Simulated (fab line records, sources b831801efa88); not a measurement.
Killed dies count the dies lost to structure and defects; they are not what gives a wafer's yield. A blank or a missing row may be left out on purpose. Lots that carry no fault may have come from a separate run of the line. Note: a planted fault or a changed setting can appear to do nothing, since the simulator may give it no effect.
A struck lot beside a sound one -- flow sky130 -- 15 out of 708 route steps
Sound: the wafers L393.2, L393.3, L393.4. Wafers L409.1, L409.2, L409.6 were the ones struck. Last of all comes the cause.
Order at every step that has rows: each side's tool, ch and its chambers, its first start. Under that, the readings that differ: sound wafers -- struck wafers -- difference of the means -- sigmas: that difference in standard deviations of wafers without a fault.
alike: words and numbers the same on both sides, and readings whose means are apart by under 2 such deviations; not compared: readings that were withheld, readings missing a value for some wafer, numbers with overlapping values and no deviation given by the record, and bounds like >300 which may hide the same value.
Wherever a step has rows on one side only, a row that says differs or no value, or a row with sigmas, the two part there. When numbers do not overlap yet have no deviation, they are printed without sigmas and do not part them. A reading that every wafer of one side lacks parts them only if that side has two wafers or more.

first, 7 steps without rows for these wafers: SKY_LDD_N_DEHYDRATE_00 (time 60 s); SKY_LDD_N_HMDS_01 (prime time 60 s); SKY_LDD_N_COAT_02 (resist thk 300 nm); SKY_LDD_N_SOFTBAKE_03 (time 60 s); SKY_LDD_N_EXPOSE_04 (exposes mask NTM, target cd 840 nm); SKY_LDD_N_PEB_05; SKY_LDD_N_DEVELOP_06 (develop time 60 s).
SKY_LDD_N_OVL_MEAS_07:
  struck on overlay-02, day 24 05:28; sound on overlay-02, day 18 01:43
  alike: LDD_N_OVL
then, 4 steps without rows for these wafers: SKY_LDD_N_IMPLANT_08; SKY_LDD_N_IMPLANT_09; SKY_LDD_N_IMPLANT_10; SKY_LDD_N_IMPLANT_11.
SKY_LDD_N_IMPLANT_12:
  sound on implanter-01 ch 0, day 18 04:56; struck on implanter-01 ch 0, day 24 06:06
reading,sound,struck,difference,sigmas
beam on s (s),9.60 10.39 10.24,13.04 13.01 12.98,+2.93,+14
faraday current uA,29.4 27.2 27.4,21.6 21.8 21.7,-6.3,-11
then, 1 step without rows for these wafers: SKY_LDD_N_IMPLANT_13.
-- record jumps: 26 days separate the struck wafers' starts on either side; left off in module LDD_N, taken up again in module PAD_OPEN, whose first shown step is the route's number 708 --
SKY_PAD_OPEN_PROBE_99:
  struck on prober-01, day 50 02:40; sound on prober-01, day 46 08:08
reading,sound,struck,difference,sigmas
model.etest.nfet_01v8_lvt.vt sat v (V),0.5424 0.5435 0.5375,0.5669 0.5637 0.5683,+0.0252,
model.etest.nfet_01v8.vt sat v (V),0.6507 0.6546 0.642,0.6762 0.671 0.6748,+0.0249,
  alike: killed_at_M0_to_M3, killed_at_M4_up, killed at contacts, killed at front end, killed at other, killed dies, killed open, killed short

== WHERE THEY PART ==
Only at SKY_LDD_N_IMPLANT_12, within this record. Later steps at which nothing parts them and some readings are alike: SKY_PAD_OPEN_PROBE_99.

WHY: whatever the simulator had introduced
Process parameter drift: implanter-01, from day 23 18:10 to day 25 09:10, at SKY_LDD_N_IMPLANT_12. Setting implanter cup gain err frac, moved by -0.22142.
